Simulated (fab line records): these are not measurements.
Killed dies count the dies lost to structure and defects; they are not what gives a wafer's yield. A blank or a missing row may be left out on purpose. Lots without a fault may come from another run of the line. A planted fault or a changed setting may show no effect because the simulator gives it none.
fab line records	flow sky130
record: lots: 24	wafers: 72	lastDay: 50
route steps=708 shown METAL1@452 METAL2@483 CAPM@540 METAL3@568 VIA3@593 METAL4@629
lots that met no fault: from a run of the same line without faults
startH: the number of hours between the record's first day and the start of the first shown wafer of the lot	waitH: hours from the lot's prior step to this one	" the same as in the row above	L1.1+2: a row that stands for several wafers	- value missing, or start not given	* or withheld: withheld	< > ~ a bound
route shown NAME@n: NAME is a module with steps in the file, n the number in the route of the first one	usual: average and standard deviation across the fault-free wafers	same: alike in all rows	chamber/n: place in a boat	sites: each site's reading	_std_site: standard deviation of those values	_edge_site: outer sites' mean less inner sites'	radiusMm: for every site, how far away it sits from the centre of the wafer	mask NAME#n: copy n	behind: the tool/chamber that last shaped the wafer	hold: the reason the lot was held/the length of the hold in hours/how it ended	device: names the non-switching transistor (n, p or np)	end of line: the same wafers' tests at the end of the route	for a step that has no rows: nothing shown but its recipe	killed: dies that structure and defects cost at the first sort, which is not the same as the wafer's yield	map: a wafer's dies, x killed, . not, _ none there
set.NAME: the setting the step ran with; set.NAME@STEP: the setting that earlier step ran with	model.NAME: the simulator's own value behind a step, which no gauge read
steps of the route over a sample of lots; a table a step, a row a wafer
services: when a tool's chamber went out of use (startH, in hours from the record's first day, below 0 if earlier), for how many hours, and the reason
== steps ==
step: SKY_METAL1_ETCH_18
recipe: chemistry: N2/H2	target: BARC	ionEnergyEv: 200	biasW: 100	pressureMtorr: 30	n2FlowSccm: 100	h2FlowSccm: 200	icpW: 500	stopOn: SiO2	timeS: 45.9	targetDepthA: 600
usual: drypumpMotorCurrentA: 5.5/0.31	h2FlowSccm: 200.0/0.58	oesProductAu: 0.854/0.0051	throttleValvePct: 13.224/0.0097
lot.wafer	tool	chamber	startH	waitH	drypumpMotorCurrentA	h2FlowSccm	oesProductAu	rfHoursCounterH	throttleValvePct
L074.1	rieMetal-02	0	746.67	0.0	6.0	200.2	0.856	8	13.225
L074.4	"	0	"	"	6.0	200.3	0.853	-	13.229
L074.6	"	1	"	"	5.2	200.0	0.855	-	13.230
L075.2	rieMetal-02	1	767.81	0.0	5.2	199.9	0.865	5	13.214
L075.3	"	1	"	"	5.2	200.3	0.851	-	13.218
L075.6	"	1	"	"	5.2	199.6	0.857	-	13.230
L076.1	rieMetal-02	1	769.22	0.0	5.2	200.1	0.853	5	13.233
L076.2	"	0	"	"	6.0	200.9	0.846	8	13.221
L076.5	"	0	"	"	6.0	200.0	0.858	-	13.231
L077.2	rieMetal-03	0	779.42	0.0	5.6	200.0	0.850	13	13.231
L077.3	"	0	"	"	5.6	200.0	0.859	-	13.223
L077.4	"	1	"	"	5.3	200.2	0.856	-	13.226
L078.2	rieMetal-02	0	810.77	0.0	6.0	200.0	0.853	9	13.224
L078.5	"	0	"	"	6.0	200.3	0.859	-	13.209
L078.6	"	1	"	"	5.2	198.9	0.850	-	13.230
L079.1	rieMetal-01	1	817.57	0.0	5.8	200.4	0.857	8	13.245
L079.3	"	1	"	"	5.8	200.1	0.856	-	13.206
L079.6	"	1	"	"	5.8	199.8	0.858	-	13.222
L080.1	rieMetal-02	1	819.22	0.0	5.2	200.3	0.851	8	13.231
L080.2	"	0	"	"	6.0	200.3	0.852	10	13.224
L080.3	"	1	"	"	5.2	199.6	0.850	-	13.221
L081.2	rieMetal-01	1	819.92	0.0	5.8	199.7	0.846	8	13.237
L081.4	"	1	"	"	5.8	200.2	0.847	-	13.232
L081.5	"	1	"	"	5.8	200.3	0.859	-	13.230
L082.1	rieMetal-02	0	824.26	0.0	6.0	200.6	0.862	10	13.213
L082.2	"	1	"	"	5.2	199.4	0.856	8	13.226
L082.5	"	1	"	"	5.2	200.6	0.851	-	13.230
L083.3	rieMetal-03	1	832.39	0.0	5.3	199.6	0.846	-	13.235
L083.4	"	0	"	"	5.6	199.5	0.859	-	13.218
L083.6	"	1	"	"	5.3	200.0	0.857	-	13.237
L085.1	rieMetal-01	1	842.31	0.0	5.8	200.1	0.846	9	13.214
L085.3	"	1	"	"	5.8	199.3	0.858	-	13.231
L085.4	"	0	"	"	5.2	199.2	0.854	-	13.217
L084.2	rieMetal-01	0	844.81	0.0	5.2	200.1	0.855	4	13.213
L084.3	"	0	"	"	5.2	201.1	0.861	-	13.243
L084.4	"	1	"	"	5.8	199.2	0.855	-	13.218
L086.1	rieMetal-03	0	849.46	0.0	5.6	199.7	0.864	15	13.240
L086.4	"	1	"	"	5.3	200.1	0.856	-	13.226
L086.6	"	1	"	"	5.3	200.1	0.860	-	13.244
L087.2	rieMetal-03	0	858.57	0.0	5.6	200.1	0.850	16	13.219
L087.5	"	0	"	"	5.6	200.1	0.861	-	13.220
L087.6	"	1	"	"	5.3	200.9	0.862	-	13.241
L088.1	rieMetal-03	1	864.67	0.0	5.3	199.2	0.848	10	13.230
L088.3	"	0	"	"	5.6	199.2	0.852	-	13.232
L088.5	"	0	"	"	5.6	200.1	0.854	-	13.222
L090.1	rieMetal-01	0	895.47	0.0	5.2	200.1	0.854	6	13.209
L090.4	"	1	"	"	5.8	199.5	0.850	-	13.236
L090.6	"	0	"	"	5.2	199.2	0.860	-	13.234
L091.1	rieMetal-02	0	899.56	0.0	6.0	200.1	0.857	13	13.225
L091.2	"	1	"	"	5.2	199.4	0.862	11	13.209
L091.4	"	1	"	"	5.2	199.1	0.858	-	13.224
L089.2	rieMetal-02	0	903.12	0.0	6.0	199.7	0.847	13	13.243
L089.4	"	0	"	"	6.0	200.5	0.858	-	13.229
L089.5	"	0	"	"	6.0	201.3	0.855	-	13.234
L092.1	rieMetal-03	1	903.47	0.0	5.3	199.6	0.858	11	13.218
L092.3	"	0	"	"	5.5	200.4	0.855	-	13.221
L092.5	"	1	"	"	5.3	199.4	0.849	-	13.231
L093.3	rieMetal-03	1	905.84	0.0	5.3	199.4	0.858	-	13.228
L093.4	"	0	"	"	5.6	199.6	0.853	-	13.225
L093.6	"	1	"	"	5.3	200.3	0.850	-	13.201
L094.1	rieMetal-02	0	924.01	0.0	6.0	198.9	0.851	14	13.242
L094.5	"	0	"	"	6.0	199.3	0.850	-	13.226
L094.6	"	1	"	"	5.2	198.3	0.862	-	13.239
L095.1	rieMetal-03	1	934.22	0.0	5.3	200.3	0.855	12	13.225
L095.2	"	0	"	"	5.6	198.7	0.858	18	13.213
L095.4	"	0	"	"	5.6	199.1	0.857	-	13.237
L097.2	rieMetal-01	1	935.17	0.0	5.7	200.6	0.849	13	13.210
L097.3	"	1	"	"	5.8	199.5	0.850	-	13.220
L097.6	"	0	"	"	5.2	201.1	0.854	-	13.208
L096.1	rieMetal-03	1	939.25	0.1	5.3	200.4	0.842	13	13.234
L096.2	"	1	"	"	5.3	200.0	0.854	-	13.218
L096.3	"	1	"	"	5.3	200.3	0.844	-	13.229
step: SKY_METAL2_SPUTTER_00
recipe: material: Ti	targetThkNm: 15	powerW: 3000	timeS: 10	chamberPressurePa: 0.4
usual: throttleValvePct: 29.9/1
lot.wafer	tool	chamber	startH	waitH	throttleValvePct
L074.1	pvdSputter-03	-	775.69	0.2	28.4
L074.4	"	-	"	"	28.8
L074.6	"	-	"	"	28.2
L075.2	pvdSputter-04	-	796.50	0.2	29.0
L075.3	"	-	"	"	29.7
L075.6	"	-	"	"	30.7
L076.1	pvdSputter-03	-	798.40	0.2	30.1
L076.2	"	-	"	"	28.6
L076.5	"	-	"	"	28.7
L077.2	pvdSputter-04	-	808.17	0.1	29.9
L077.3	"	-	"	"	29.2
L077.4	"	-	"	"	30.7
L078.2	pvdSputter-02	-	839.35	0.1	32.2
L078.5	"	-	"	"	29.9
L078.6	"	-	"	"	32.2
L079.1	pvdSputter-03	-	845.75	0.2	30.0
L079.3	"	-	"	"	28.2
L079.6	"	-	"	"	28.2
L080.1	pvdSputter-03	-	847.71	0.2	28.2
L080.2	"	-	"	"	30.2
L080.3	"	-	"	"	29.9
L081.2	pvdSputter-02	-	848.84	0.2	30.0
L081.4	"	-	"	"	30.3
L081.5	"	-	"	"	32.2
L082.1	pvdSputter-02	-	852.89	0.2	29.4
L082.2	"	-	"	"	32.2
L082.5	"	-	"	"	32.6
L083.3	pvdSputter-04	-	860.64	0.1	30.8
L083.4	"	-	"	"	29.7
L083.6	"	-	"	"	29.4
L085.1	pvdSputter-03	-	870.43	0.2	28.8
L085.3	"	-	"	"	28.3
L085.4	"	-	"	"	30.0
L084.2	pvdSputter-02	-	874.59	0.2	29.9
L084.3	"	-	"	"	29.9
L084.4	"	-	"	"	32.4
L086.1	pvdSputter-04	-	877.68	0.2	29.3
L086.4	"	-	"	"	30.8
L086.6	"	-	"	"	30.6
L087.2	pvdSputter-03	-	886.69	0.1	29.1
L087.5	"	-	"	"	28.9
L087.6	"	-	"	"	30.0
L088.1	pvdSputter-04	-	893.50	0.1	29.2
L088.3	"	-	"	"	29.5
L088.5	"	-	"	"	29.7
L090.1	pvdSputter-02	-	922.61	0.1	29.8
L090.4	"	-	"	"	30.4
L090.6	"	-	"	"	29.7
L091.1	pvdSputter-04	-	927.13	0.2	29.0
L091.2	"	-	"	"	30.6
L091.4	"	-	"	"	29.4
L089.2	pvdSputter-03	-	931.67	0.1	30.0
L089.4	"	-	"	"	29.8
L089.5	"	-	"	"	30.0
L092.1	pvdSputter-04	-	931.88	0.1	28.8
L092.3	"	-	"	"	29.6
L092.5	"	-	"	"	29.1
L093.3	pvdSputter-03	-	933.53	0.1	28.9
L093.4	"	-	"	"	28.1
L093.6	"	-	"	"	29.8
L094.1	pvdSputter-02	-	951.91	0.1	32.3
L094.5	"	-	"	"	30.0
L094.6	"	-	"	"	30.3
L095.1	pvdSputter-02	-	960.70	0.1	29.9
L095.2	"	-	"	"	30.0
L095.4	"	-	"	"	32.2
L097.2	pvdSputter-04	-	961.63	0.1	30.7
L097.3	"	-	"	"	29.6
L097.6	"	-	"	"	29.5
L096.1	pvdSputter-02	-	966.28	0.2	30.1
L096.2	"	-	"	"	30.4
L096.3	"	-	"	"	32.1
step: SKY_CAPM_RS_MEAS_03
recipe: thkMeasGauge: four-point-probe	reads: TiN_of_CAPM_SPUTTER_02
usual: CAPM_TIN_RS: 6.91/0.065
lot.wafer	tool	chamber	startH	waitH	CAPM_TIN_RS[ohm/sq]
L074.1	filmMetro-02	-	831.44	0.1	6.94
L074.4	"	-	"	"	6.94
L074.6	"	-	"	"	7.00
L075.2	filmMetro-04	-	851.85	0.1	6.83
L075.3	"	-	"	"	6.86
L075.6	"	-	"	"	6.85
L076.1	filmMetro-04	-	855.64	0.1	6.81
L076.2	"	-	"	"	6.86
L076.5	"	-	"	"	6.94
L077.2	filmMetro-01	-	862.81	0.1	6.83
L077.3	"	-	"	"	6.83
L077.4	"	-	"	"	6.84
L078.2	filmMetro-01	-	894.20	0.1	6.87
L078.5	"	-	"	"	6.80
L078.6	"	-	"	"	6.81
L079.1	filmMetro-01	-	900.77	0.1	6.96
L079.3	"	-	"	"	6.94
L079.6	"	-	"	"	6.96
L080.1	filmMetro-04	-	903.14	0.1	6.90
L080.2	"	-	"	"	6.89
L080.3	"	-	"	"	6.86
L081.2	filmMetro-04	-	905.74	0.1	6.92
L081.4	"	-	"	"	6.99
L081.5	"	-	"	"	6.98
L082.1	filmMetro-04	-	907.33	0.1	6.98
L082.2	"	-	"	"	7.02
L082.5	"	-	"	"	6.88
L083.3	filmMetro-01	-	916.52	0.1	6.90
L083.4	"	-	"	"	6.96
L083.6	"	-	"	"	6.87
L085.1	filmMetro-01	-	923.14	0.1	6.91
L085.3	"	-	"	"	6.99
L085.4	"	-	"	"	6.86
L084.2	filmMetro-02	-	928.64	0.1	6.96
L084.3	"	-	"	"	6.88
L084.4	"	-	"	"	6.93
L086.1	filmMetro-01	-	932.52	0.1	6.95
L086.4	"	-	"	"	6.96
L086.6	"	-	"	"	6.94
L087.2	filmMetro-01	-	939.77	0.1	7.00
L087.5	"	-	"	"	6.96
L087.6	"	-	"	"	7.00
L088.1	filmMetro-02	-	946.95	0.1	6.85
L088.3	"	-	"	"	6.84
L088.5	"	-	"	"	6.77
L090.1	filmMetro-01	-	974.95	0.1	6.75
L090.4	"	-	"	"	6.83
L090.6	"	-	"	"	6.90
L091.1	filmMetro-02	-	979.53	0.1	6.89
L091.2	"	-	"	"	7.00
L091.4	"	-	"	"	6.89
L089.2	filmMetro-04	-	985.04	0.1	6.80
L089.4	"	-	"	"	6.87
L089.5	"	-	"	"	6.84
L092.1	filmMetro-04	-	985.20	0.1	6.92
L092.3	"	-	"	"	6.88
L092.5	"	-	"	"	6.94
L093.3	filmMetro-02	-	986.10	0.1	6.92
L093.4	"	-	"	"	6.93
L093.6	"	-	"	"	6.96
L094.1	filmMetro-02	-	1004.06	0.1	6.95
L094.5	"	-	"	"	6.95
L094.6	"	-	"	"	6.89
L095.1	filmMetro-04	-	1011.50	0.1	6.82
L095.2	"	-	"	"	6.86
L095.4	"	-	"	"	6.83
L097.2	filmMetro-04	-	1012.37	0.1	6.91
L097.3	"	-	"	"	7.00
L097.6	"	-	"	"	6.93
L096.1	filmMetro-01	-	1017.46	0.1	6.80
L096.2	"	-	"	"	6.86
L096.3	"	-	"	"	6.85
step: SKY_METAL3_METAL_ETCH_18
recipe: targetDepthA: 8450	stopOn: SiO2	overEtchFrac: 0.3	timeS: 183.1	chemistry: Cl2/BCl3	resistSidewallDeg: 88	pressureMtorr: 10	icpW: 900	biasW: 48.5	Cl2_flow_sccm: 60	bcl3FlowSccm: 30
usual: drypumpMotorCurrentA: 5.5/0.32	oesProductAu: 0.866/0.0061	throttleValvePct: 22.264/0.0089
lot.wafer	tool	chamber	startH	waitH	drypumpMotorCurrentA	oesProductAu	rfHoursCounterH	throttleValvePct
L074.1	rieMetal-02	1	884.41	0.0	5.2	0.866	11	22.271
L074.4	"	1	"	"	5.2	0.870	-	22.261
L074.6	"	0	"	"	6.0	0.872	-	22.272
L075.2	rieMetal-01	1	903.75	0.0	5.8	0.868	11	22.258
L075.3	"	1	"	"	5.8	0.867	-	22.259
L075.6	"	0	"	"	5.2	0.868	-	22.266
L076.1	rieMetal-02	1	907.07	0.0	5.2	0.861	12	22.287
L076.2	"	0	"	"	6.0	0.861	14	22.269
L076.5	"	0	"	"	6.0	0.866	-	22.258
L077.2	rieMetal-02	0	914.54	0.0	6.0	0.862	14	22.267
L077.3	"	1	"	"	5.2	0.865	-	22.250
L077.4	"	0	"	"	6.0	0.869	-	22.259
L078.2	rieMetal-02	1	943.42	0.0	5.2	0.871	13	22.256
L078.5	"	1	"	"	5.2	0.863	-	22.251
L078.6	"	0	"	"	6.0	0.864	-	22.276
L079.1	rieMetal-02	0	951.23	0.0	6.0	0.861	16	22.261
L079.3	"	1	"	"	5.2	0.854	-	22.262
L079.6	"	1	"	"	5.2	0.861	-	22.269
L080.1	rieMetal-04	1	952.57	0.0	5.2	0.856	15	22.253
L080.2	"	0	"	"	5.7	0.874	2	22.269
L080.3	"	0	"	"	5.7	0.859	-	22.267
L081.2	rieMetal-02	0	955.38	0.0	6.0	0.871	16	22.260
L081.4	"	0	"	"	6.0	0.875	-	22.277
L081.5	"	1	"	"	5.2	0.860	-	22.259
L082.1	rieMetal-02	1	956.09	0.0	5.2	0.872	14	22.277
L082.2	"	0	"	"	6.0	0.860	16	22.272
L082.5	"	0	"	"	6.0	0.873	-	22.264
L083.3	rieMetal-04	0	965.84	0.1	5.6	0.859	-	22.272
L083.4	"	1	"	"	5.3	0.869	-	22.270
L083.6	"	1	"	"	5.2	0.873	-	22.262
L085.1	rieMetal-04	1	972.28	0.0	5.2	0.857	16	22.260
L085.3	"	1	"	"	5.2	0.863	-	22.252
L085.4	"	0	"	"	5.6	0.858	-	22.258
L084.2	rieMetal-04	1	978.73	0.0	5.2	0.865	17	22.266
L084.3	"	0	"	"	5.7	0.867	-	22.261
L084.4	"	1	"	"	5.2	0.860	-	22.258
L086.1	rieMetal-02	1	983.04	0.0	5.2	0.873	16	22.272
L086.4	"	1	"	"	5.2	0.873	-	22.258
L086.6	"	1	"	"	5.2	0.863	-	22.264
L087.2	rieMetal-02	1	988.09	0.0	5.2	0.872	16	22.278
L087.5	"	0	"	"	6.0	0.866	-	22.272
L087.6	"	1	"	"	5.2	0.860	-	22.259
L088.1	rieMetal-01	0	999.58	0.0	5.2	0.859	11	22.265
L088.3	"	0	"	"	5.2	0.865	-	22.275
L088.5	"	1	"	"	5.8	0.871	-	22.255
L090.1	rieMetal-04	1	1020.52	0.0	5.2	0.873	19	22.262
L090.4	"	1	"	"	5.3	0.866	-	22.251
L090.6	"	0	"	"	5.7	0.856	-	22.249
L091.1	rieMetal-01	1	1025.78	0.0	5.7	0.859	17	22.256
L091.2	"	0	"	"	5.2	0.861	12	22.262
L091.4	"	0	"	"	5.2	0.863	-	22.265
L089.2	rieMetal-02	1	1031.68	0.0	5.2	0.860	18	22.268
L089.4	"	1	"	"	5.2	0.871	-	22.258
L089.5	"	0	"	"	6.0	0.866	-	22.258
L092.1	rieMetal-04	1	1032.03	0.0	5.3	0.870	20	22.256
L092.3	"	1	"	"	5.2	0.862	-	22.252
L092.5	"	1	"	"	5.2	0.874	-	22.272
L093.3	rieMetal-01	0	1032.40	0.1	5.2	0.874	-	22.259
L093.4	"	1	"	"	5.8	0.870	-	22.267
L093.6	"	0	"	"	5.2	0.877	-	22.264
L094.1	rieMetal-04	0	1050.47	0.0	5.7	0.861	7	22.255
L094.5	"	1	"	"	5.2	0.862	-	22.265
L094.6	"	0	"	"	5.6	0.862	-	22.263
L097.2	rieMetal-04	0	1057.44	0.0	5.7	0.875	8	22.283
L097.3	"	0	"	"	5.6	0.864	-	22.265
L097.6	"	1	"	"	5.2	0.875	-	22.258
L095.1	rieMetal-02	1	1057.45	0.0	5.2	0.865	21	22.263
L095.2	"	1	"	"	5.2	0.871	-	22.286
L095.4	"	1	"	"	5.2	0.867	-	22.250
L096.1	rieMetal-04	1	1061.98	0.0	5.2	0.864	22	22.273
L096.2	"	0	"	"	5.7	0.871	8	22.274
L096.3	"	0	"	"	5.7	0.872	-	22.261
step: SKY_VIA3_SPUTTER_20
recipe: material: TiN	targetThkNm: 20	chamberPressurePa: 5	powerW: 4000	timeS: 80
usual: throttleValvePct: 29.9/0.99
lot.wafer	tool	chamber	startH	waitH	throttleValvePct
L074.1	pvdSputter-04	-	911.02	0.0	28.9
L074.4	"	-	"	"	29.6
L074.6	"	-	"	"	30.6
L075.2	pvdSputter-02	-	930.49	0.0	30.2
L075.3	"	-	"	"	32.2
L075.6	"	-	"	"	30.0
L076.1	pvdSputter-02	-	933.49	0.0	30.1
L076.2	"	-	"	"	29.9
L076.5	"	-	"	"	31.9
L077.2	pvdSputter-02	-	940.99	0.0	29.8
L077.3	"	-	"	"	30.1
L077.4	"	-	"	"	32.3
L078.2	pvdSputter-03	-	970.60	0.0	28.3
L078.5	"	-	"	"	28.8
L078.6	"	-	"	"	30.4
L079.1	pvdSputter-03	-	978.61	0.0	29.8
L079.3	"	-	"	"	29.9
L079.6	"	-	"	"	30.2
L080.1	pvdSputter-02	-	979.72	0.0	32.1
L080.2	"	-	"	"	30.3
L080.3	"	-	"	"	30.3
L081.2	pvdSputter-04	-	983.40	0.0	28.7
L081.4	"	-	"	"	30.8
L081.5	"	-	"	"	29.2
L082.1	pvdSputter-02	-	983.48	0.0	29.7
L082.2	"	-	"	"	30.2
L082.5	"	-	"	"	29.9
L083.3	pvdSputter-04	-	992.04	0.0	29.8
L083.4	"	-	"	"	28.8
L083.6	"	-	"	"	29.0
L085.1	pvdSputter-02	-	997.34	0.0	30.6
L085.3	"	-	"	"	30.3
L085.4	"	-	"	"	32.3
L084.2	pvdSputter-03	-	1003.66	0.0	29.0
L084.3	"	-	"	"	30.0
L084.4	"	-	"	"	30.0
L086.1	pvdSputter-02	-	1007.66	0.0	30.2
L086.4	"	-	"	"	32.2
L086.6	"	-	"	"	30.2
L087.2	pvdSputter-04	-	1013.59	0.0	30.7
L087.5	"	-	"	"	30.4
L087.6	"	-	"	"	29.0
L088.1	pvdSputter-04	-	1024.71	0.0	28.7
L088.3	"	-	"	"	29.1
L088.5	"	-	"	"	30.9
L090.1	pvdSputter-04	-	1044.56	0.0	29.5
L090.4	"	-	"	"	30.9
L090.6	"	-	"	"	30.8
L091.1	pvdSputter-02	-	1050.18	0.0	32.1
L091.2	"	-	"	"	29.7
L091.4	"	-	"	"	30.5
L089.2	pvdSputter-02	-	1055.59	0.0	30.1
L089.4	"	-	"	"	30.2
L089.5	"	-	"	"	30.1
L092.1	pvdSputter-03	-	1056.24	0.0	30.0
L092.3	"	-	"	"	28.8
L092.5	"	-	"	"	29.2
L093.3	pvdSputter-04	-	1057.24	0.0	30.7
L093.4	"	-	"	"	30.6
L093.6	"	-	"	"	29.1
L094.1	pvdSputter-03	-	1073.94	0.0	28.5
L094.5	"	-	"	"	29.0
L094.6	"	-	"	"	30.1
L097.2	pvdSputter-04	-	1079.78	0.0	28.7
L097.3	"	-	"	"	29.4
L097.6	"	-	"	"	30.4
L095.1	pvdSputter-04	-	1080.72	0.0	29.4
L095.2	"	-	"	"	29.0
L095.4	"	-	"	"	28.6
L096.1	pvdSputter-04	-	1085.29	0.0	30.8
L096.2	"	-	"	"	29.4
L096.3	"	-	"	"	29.3
step: SKY_METAL4_CD_MEAS_13
recipe: targetCdNm: 300
usual: cdNm: 300.1/1.5
lot.wafer	tool	chamber	startH	waitH	cdNm
L074.1	cdSem-01	-	961.14	-	300.0
L074.4	"	-	"	"	297.8
L074.6	"	-	"	"	298.9
L075.2	cdSem-02	-	982.41	-	302.1
L075.3	"	-	"	"	302.9
L075.6	"	-	"	"	302.7
L076.1	cdSem-02	-	983.74	-	300.8
L076.2	"	-	"	"	301.5
L076.5	"	-	"	"	299.4
L077.2	cdSem-01	-	990.20	-	301.0
L077.3	"	-	"	"	301.4
L077.4	"	-	"	"	302.0
L078.2	cdSem-01	-	1017.46	-	300.4
L078.5	"	-	"	"	300.8
L078.6	"	-	"	"	300.7
L079.1	cdSem-01	-	1025.54	-	299.1
L079.3	"	-	"	"	298.7
L079.6	"	-	"	"	299.2
L080.1	cdSem-01	-	1026.99	-	301.9
L080.2	"	-	"	"	301.1
L080.3	"	-	"	"	299.8
L081.2	cdSem-02	-	1029.96	-	301.6
L081.4	"	-	"	"	299.9
L081.5	"	-	"	"	301.0
L082.1	cdSem-01	-	1030.89	-	298.7
L082.2	"	-	"	"	298.9
L082.5	"	-	"	"	298.3
L083.3	cdSem-01	-	1039.03	-	300.5
L083.4	"	-	"	"	299.8
L083.6	"	-	"	"	299.7
L085.1	cdSem-02	-	1042.83	-	301.7
L085.3	"	-	"	"	301.4
L085.4	"	-	"	"	302.1
L084.2	cdSem-01	-	1050.41	-	302.2
L084.3	"	-	"	"	302.2
L084.4	"	-	"	"	301.2
L086.1	cdSem-02	-	1054.04	-	299.4
L086.4	"	-	"	"	299.2
L086.6	"	-	"	"	297.7
L087.2	cdSem-01	-	1059.46	-	297.5
L087.5	"	-	"	"	296.9
L087.6	"	-	"	"	296.0
L088.1	cdSem-02	-	1068.88	-	300.2
L088.3	"	-	"	"	300.3
L088.5	"	-	"	"	300.5
L090.1	cdSem-01	-	1087.94	-	299.6
L090.4	"	-	"	"	298.4
L090.6	"	-	"	"	299.9
L091.1	cdSem-01	-	1093.34	-	299.1
L091.2	"	-	"	"	297.4
L091.4	"	-	"	"	298.3
L089.2	cdSem-02	-	1097.86	-	300.7
L089.4	"	-	"	"	299.8
L089.5	"	-	"	"	300.2
L092.1	cdSem-02	-	1099.44	-	301.0
L092.3	"	-	"	"	301.1
L092.5	"	-	"	"	300.5
L093.3	cdSem-02	-	1100.03	-	301.6
L093.4	"	-	"	"	298.8
L093.6	"	-	"	"	299.2
L094.1	cdSem-02	-	1115.79	-	298.9
L094.5	"	-	"	"	298.8
L094.6	"	-	"	"	299.2
L097.2	cdSem-02	-	1121.51	-	302.0
L097.3	"	-	"	"	301.2
L097.6	"	-	"	"	300.2
L095.1	cdSem-01	-	1122.64	-	297.7
L095.2	"	-	"	"	299.5
L095.4	"	-	"	"	299.4
L096.1	cdSem-01	-	1127.44	-	302.5
L096.2	"	-	"	"	302.1
L096.3	"	-	"	"	301.6
== services ==
tool	chamber	startH	hours	kind
rieMetal-01	0	745.87	1.9	repair
rieMetal-02	-	749.32	1.4	pm
rieMetal-02	0	777.84	17.2	repair
pvdSputter-02	0	799.13	-	consumableReplace:kit
pvdSputter-02	0	799.13	18.0	scheduledDown
pvdSputter-02	0	799.13	18.0	ventCycle
pvdSputter-02	-	828.11	2.0	repair
rieMetal-02	-	880.37	0.1	repair
pvdSputter-02	-	880.78	6.8	repair
rieMetal-04	-	884.68	2.8	pm
rieMetal-03	-	911.09	14.6	pm
pvdSputter-04	3	931.64	-	consumableReplace:kit
pvdSputter-04	3	931.64	18.0	scheduledDown
pvdSputter-04	3	931.64	18.0	ventCycle
rieMetal-02	-	957.84	0.3	repair
rieMetal-01	-	976.24	2.8	pm
pvdSputter-03	-	991.75	2.1	repair
pvdSputter-02	3	1025.53	-	consumableReplace:kit
rieMetal-02	0	1048.53	-	clean
rieMetal-02	0	1048.53	39.8	scheduledDown
rieMetal-02	0	1048.53	39.8	ventCycle
pvdSputter-04	2	1055.80	-	consumableReplace:kit
pvdSputter-04	2	1055.80	18.0	scheduledDown
pvdSputter-04	2	1055.80	18.0	ventCycle
== key ==
fault none
